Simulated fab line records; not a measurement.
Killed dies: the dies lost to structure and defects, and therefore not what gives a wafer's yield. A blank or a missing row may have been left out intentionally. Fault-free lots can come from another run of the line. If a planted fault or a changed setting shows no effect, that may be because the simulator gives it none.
What tool caused it? :: flow sky130 :: 11 lots with 33 wafers sampled at 6 steps, on a route of 708 steps

## WHAT THE GAUGES SHOWED, per wafer
SKY_FIELD_ISO_THK_MEAS_23. Usual: FIELD_ISO_OXIDATION_01_THK gives 10.05 nm (standard deviation 0.19).
lot: L796
measured: day 2 07:08
on: film metro-03
FIELD_ISO_OXIDATION_01_THK (nm): 10.04 10.19 9.95
flag: 

lot: L797
measured: day 2 14:19
on: film metro-01
FIELD_ISO_OXIDATION_01_THK (nm): 10.19 10.35 10.23
flag: 

lot: L798
measured: day 2 16:52
on: film metro-03
FIELD_ISO_OXIDATION_01_THK (nm): 9.72 9.78 9.76
flag: 

lot: L801
measured: day 3 09:31
on: film metro-02
FIELD_ISO_OXIDATION_01_THK (nm): 10.21 10.35 10.14
flag: 

lot: L803
measured: day 3 19:51
on: film metro-01
FIELD_ISO_OXIDATION_01_THK (nm): 10.14 10.31 10.04
flag: 

lot: L806
measured: day 4 10:59
on: film metro-03
FIELD_ISO_OXIDATION_01_THK (nm): 10.14 10.14 10.03
flag: 

lot: L811
measured: day 5 20:31
on: film metro-02
FIELD_ISO_OXIDATION_01_THK (nm): 10.28 10.10 10.22
flag: 

lot: L816
measured: day 6 15:13
on: film metro-01
FIELD_ISO_OXIDATION_01_THK (nm): 10.21 10.39 10.28
flag: 

lot: L817
measured: day 6 20:37
on: film metro-03
FIELD_ISO_OXIDATION_01_THK (nm): 10.00 10.07 9.91
flag: 

lot: L818
measured: day 7 01:25
on: film metro-02
FIELD_ISO_OXIDATION_01_THK (nm): 9.99 10.06 9.93
flag: 

lot: L819
measured: day 7 09:01
on: film metro-02
FIELD_ISO_OXIDATION_01_THK (nm): 10.07 9.98 9.97
flag: 

SKY_VT_ADJUST_PCH_TW_MEAS_10. Usual: VT_ADJUST_PCH_TW gives 142.0 (standard deviation 1.4).
lot: L796
measured: day 10 09:56
on: film metro-02
VT_ADJUST_PCH_TW: 141.0 141.6 141.6
flag: 

lot: L797
measured: day 10 14:44
on: film metro-04
VT_ADJUST_PCH_TW: 142.9 142.4 142.0
flag: 

lot: L798
measured: day 10 19:50
on: film metro-01
VT_ADJUST_PCH_TW: 138.8 139.1 139.7
flag: 

lot: L801
measured: day 11 21:47
on: film metro-02
VT_ADJUST_PCH_TW: 142.2 142.3 142.8
flag: 

lot: L803
measured: day 12 15:56
on: film metro-01
VT_ADJUST_PCH_TW: 140.7 140.0 141.1
flag: 

lot: L806
measured: day 13 13:22
on: film metro-04
VT_ADJUST_PCH_TW: 144.1 144.0 144.6
flag: 

lot: L811
measured: day 15 19:04
on: film metro-02
VT_ADJUST_PCH_TW: 142.7 141.7 142.8
flag: 

lot: L816
measured: day 16 22:13
on: film metro-02
VT_ADJUST_PCH_TW: 142.4 142.2 142.2
flag: 

lot: L817
measured: day 17 03:53
on: film metro-02
VT_ADJUST_PCH_TW: 142.0 142.3 141.3
flag: 

lot: L818
measured: day 17 13:49
on: film metro-01
VT_ADJUST_PCH_TW: 140.5 140.3 140.1
flag: 

lot: L819
measured: day 17 19:51
on: film metro-01
VT_ADJUST_PCH_TW: 140.1 140.1 141.1
flag: 

SKY_SONOS_TUNNEL_CD_MEAS_07 targets a cd of 410 nm. Usual: cd nm reads 410.1 nm (standard deviation 2.4).
lot: L796
measured: day 11 09:02
on: cd sem-01
cd nm (nm): 412.1 411.9 410.1
flag: 

lot: L797
measured: day 11 14:12
on: cd sem-01
cd nm (nm): 407.9 406.4 405.5
flag: 

lot: L798
measured: day 11 20:02
on: cd sem-01
cd nm (nm): 408.5 409.7 412.1
flag: 

lot: L801
measured: day 12 21:25
on: cd sem-01
cd nm (nm): 412.4 410.5 410.7
flag: 

lot: L803
measured: day 13 17:00
on: cd sem-01
cd nm (nm): 414.1 408.0 411.0
flag: 

lot: L806
measured: day 14 16:03
on: cd sem-01
cd nm (nm): - - -
flag: OFF

lot: L811
measured: day 16 23:09
on: cd sem-02
cd nm (nm): 411.2 410.6 409.8
flag: 

lot: L816
measured: day 18 02:38
on: cd sem-02
cd nm (nm): 410.8 409.2 409.1
flag: 

lot: L817
measured: day 18 09:03
on: cd sem-01
cd nm (nm): 408.5 408.6 407.1
flag: 

lot: L818
measured: day 18 19:29
on: cd sem-01
cd nm (nm): 414.2 413.8 412.7
flag: 

lot: L819
measured: day 19 02:41
on: cd sem-01
cd nm (nm): 413.6 411.0 411.2
flag: 

SKY_SONOS_TUNNEL_TW_MEAS_12. Usual: SONOS_TUNNEL_TW gives 197.8 (standard deviation 1.9).
lot: L796
measured: day 11 09:36
on: film metro-04
SONOS_TUNNEL_TW: 199.7 200.5 200.1
flag: 

lot: L797
measured: day 11 14:45
on: film metro-04
SONOS_TUNNEL_TW: 199.9 200.5 200.2
flag: 

lot: L798
measured: day 11 20:37
on: film metro-03
SONOS_TUNNEL_TW: 197.6 196.6 197.6
flag: 

lot: L801
measured: day 12 21:59
on: film metro-02
SONOS_TUNNEL_TW: 198.4 198.1 197.8
flag: 

lot: L803
measured: day 13 17:33
on: film metro-04
SONOS_TUNNEL_TW: 200.3 199.2 199.0
flag: 

lot: L806
measured: day 14 16:46
on: film metro-02
SONOS_TUNNEL_TW: 30.2 30.1 30.0
flag: OFF

lot: L811
measured: day 16 23:43
on: film metro-03
SONOS_TUNNEL_TW: 195.8 195.1 196.3
flag: 

lot: L816
measured: day 18 03:10
on: film metro-02
SONOS_TUNNEL_TW: 195.4 196.2 196.2
flag: 

lot: L817
measured: day 18 09:37
on: film metro-03
SONOS_TUNNEL_TW: 195.4 194.7 195.1
flag: 

lot: L818
measured: day 18 20:04
on: film metro-04
SONOS_TUNNEL_TW: 199.8 199.2 200.5
flag: 

lot: L819
measured: day 19 03:14
on: film metro-04
SONOS_TUNNEL_TW: 199.2 199.3 199.3
flag: 

## EACH LOT AND THE TOOL THAT RAN IT (in order: tool; ch and the chambers of the sampled wafers; start)
lot: L796
SKY_FIELD_ISO_ETCH_14: rie diel-04 ch 1,2, day 2 05:25
SKY_SONOS_TUNNEL_EXPOSE_04: iline stepper-01 ch 0, day 10 21:38

lot: L797
SKY_FIELD_ISO_ETCH_14: rie diel-03 ch 0,3, day 2 11:16
SKY_SONOS_TUNNEL_EXPOSE_04: iline stepper-01 ch 0, day 11 02:33

lot: L798
SKY_FIELD_ISO_ETCH_14: rie diel-02 ch 1,2,3, day 2 15:09
SKY_SONOS_TUNNEL_EXPOSE_04: iline stepper-01 ch 0, day 11 08:05

lot: L801
SKY_FIELD_ISO_ETCH_14: rie diel-02 ch 1,2, day 3 07:34
SKY_SONOS_TUNNEL_EXPOSE_04: iline stepper-01 ch 0, day 12 09:55

lot: L803
SKY_FIELD_ISO_ETCH_14: rie diel-03 ch 0,1, day 3 18:01
SKY_SONOS_TUNNEL_EXPOSE_04: iline stepper-02 ch 0, day 13 04:30

lot: L806
SKY_FIELD_ISO_ETCH_14: rie diel-04 ch 2,3, day 4 08:22
SKY_SONOS_TUNNEL_EXPOSE_04: iline stepper-01 ch 0, day 14 02:31

lot: L811
SKY_FIELD_ISO_ETCH_14: rie diel-03 ch 1,2, day 5 13:34
SKY_SONOS_TUNNEL_EXPOSE_04: iline stepper-02 ch 0, day 16 09:06

lot: L816
SKY_FIELD_ISO_ETCH_14: rie diel-02 ch 2,3, day 6 13:28
SKY_SONOS_TUNNEL_EXPOSE_04: iline stepper-02 ch 0, day 17 12:09

lot: L817
SKY_FIELD_ISO_ETCH_14: rie diel-04 ch 0,1,3, day 6 18:09
SKY_SONOS_TUNNEL_EXPOSE_04: iline stepper-01 ch 0, day 17 17:58

lot: L818
SKY_FIELD_ISO_ETCH_14: rie diel-03 ch 0,2,3, day 6 23:36
SKY_SONOS_TUNNEL_EXPOSE_04: iline stepper-02 ch 0, day 18 04:42

lot: L819
SKY_FIELD_ISO_ETCH_14: rie diel-04 ch 2,3, day 7 06:49
SKY_SONOS_TUNNEL_EXPOSE_04: iline stepper-01 ch 0, day 18 12:00
- SKY_FIELD_ISO_ETCH_14: etches BARC in N2/H2, stops on SiO2, time 45.9 s, target depth 60 nm.
- SKY_SONOS_TUNNEL_EXPOSE_04: exposes mask TUNM, target cd 410 nm.

## WHAT THE TOOLS THEMSELVES READ (means of the sampled wafers that have a number; where no wafer has one, the mark that the record gives instead)
SKY_FIELD_ISO_ETCH_14. Usual: drypump motor current A 5.6 A, standard deviation 0.44; oes product au 0.854 a.u., standard deviation 0.0053; throttle valve pct 13.226 %, standard deviation 0.008.
lot: L796
tool: rie diel-04
drypump motor current A (A): 5.0
oes product au (a.u.): 0.856
throttle valve pct (%): 13.228
flag: 

lot: L797
tool: rie diel-03
drypump motor current A (A): 5.7
oes product au (a.u.): 0.857
throttle valve pct (%): 13.217
flag: 

lot: L798
tool: rie diel-02
drypump motor current A (A): 5.6
oes product au (a.u.): 0.854
throttle valve pct (%): 13.228
flag: 

lot: L801
tool: rie diel-02
drypump motor current A (A): 5.9
oes product au (a.u.): 0.856
throttle valve pct (%): 13.226
flag: 

lot: L803
tool: rie diel-03
drypump motor current A (A): 5.9
oes product au (a.u.): 0.853
throttle valve pct (%): 13.224
flag: 

lot: L806
tool: rie diel-04
drypump motor current A (A): 5.6
oes product au (a.u.): 0.856
throttle valve pct (%): 13.224
flag: 

lot: L811
tool: rie diel-03
drypump motor current A (A): 5.7
oes product au (a.u.): 0.855
throttle valve pct (%): 13.229
flag: 

lot: L816
tool: rie diel-02
drypump motor current A (A): 5.5
oes product au (a.u.): 0.855
throttle valve pct (%): 13.227
flag: 

lot: L817
tool: rie diel-04
drypump motor current A (A): 5.9
oes product au (a.u.): 0.857
throttle valve pct (%): 13.227
flag: 

lot: L818
tool: rie diel-03
drypump motor current A (A): 5.7
oes product au (a.u.): 0.851
throttle valve pct (%): 13.220
flag: 

lot: L819
tool: rie diel-04
drypump motor current A (A): 5.2
oes product au (a.u.): 0.851
throttle valve pct (%): 13.230
flag: 

SKY_SONOS_TUNNEL_EXPOSE_04. Usual: exposure dose mJ cm2 reads 137.03 (standard deviation 0.12).
lot: L796
tool: iline stepper-01
exposure dose mJ cm2: 137.12
flag: 

lot: L797
tool: iline stepper-01
exposure dose mJ cm2: 137.07
flag: 

lot: L798
tool: iline stepper-01
exposure dose mJ cm2: 136.97
flag: 

lot: L801
tool: iline stepper-01
exposure dose mJ cm2: 137.24
flag: 

lot: L803
tool: iline stepper-02
exposure dose mJ cm2: 137.04
flag: 

lot: L806
tool: iline stepper-01
exposure dose mJ cm2: 137.05
flag: 

lot: L811
tool: iline stepper-02
exposure dose mJ cm2: 136.81
flag: 

lot: L816
tool: iline stepper-02
exposure dose mJ cm2: 137.04
flag: 

lot: L817
tool: iline stepper-01
exposure dose mJ cm2: 136.87
flag: 

lot: L818
tool: iline stepper-02
exposure dose mJ cm2: 137.05
flag: 

lot: L819
tool: iline stepper-01
exposure dose mJ cm2: 137.04
flag: 

## THE ANSWER, worked out from the rows above alone
Rule: lot off if the mean of its wafers having a number is beyond 3 standard deviations from the usual mean. Also off: a lot with no number at a reading for which 4 or more lots have one. The other lots that the step has rows for count as sound. After the gauges, taken in route order, come the tools' own readings; for these a lot's mean is taken, as printed above. At the first step where some lot is off, the reading lying furthest off is the one used; lots without a number count as furthest.
Off: L806, at SKY_SONOS_TUNNEL_CD_MEAS_07 (cd nm). Without a number there: L806.
A tool fits if, at a process step before that reading, it ran every lot that is off, and no sound lot after the first of them. The gauges at SKY_SONOS_TUNNEL_CD_MEAS_07 aren't tried: what is off there is off at SKY_SONOS_TUNNEL_TW_MEAS_12 too, on other tools, and a gauge's error can't cause that. Not one of the candidates tried fits.

## WHAT THE SIMULATOR PUT IN
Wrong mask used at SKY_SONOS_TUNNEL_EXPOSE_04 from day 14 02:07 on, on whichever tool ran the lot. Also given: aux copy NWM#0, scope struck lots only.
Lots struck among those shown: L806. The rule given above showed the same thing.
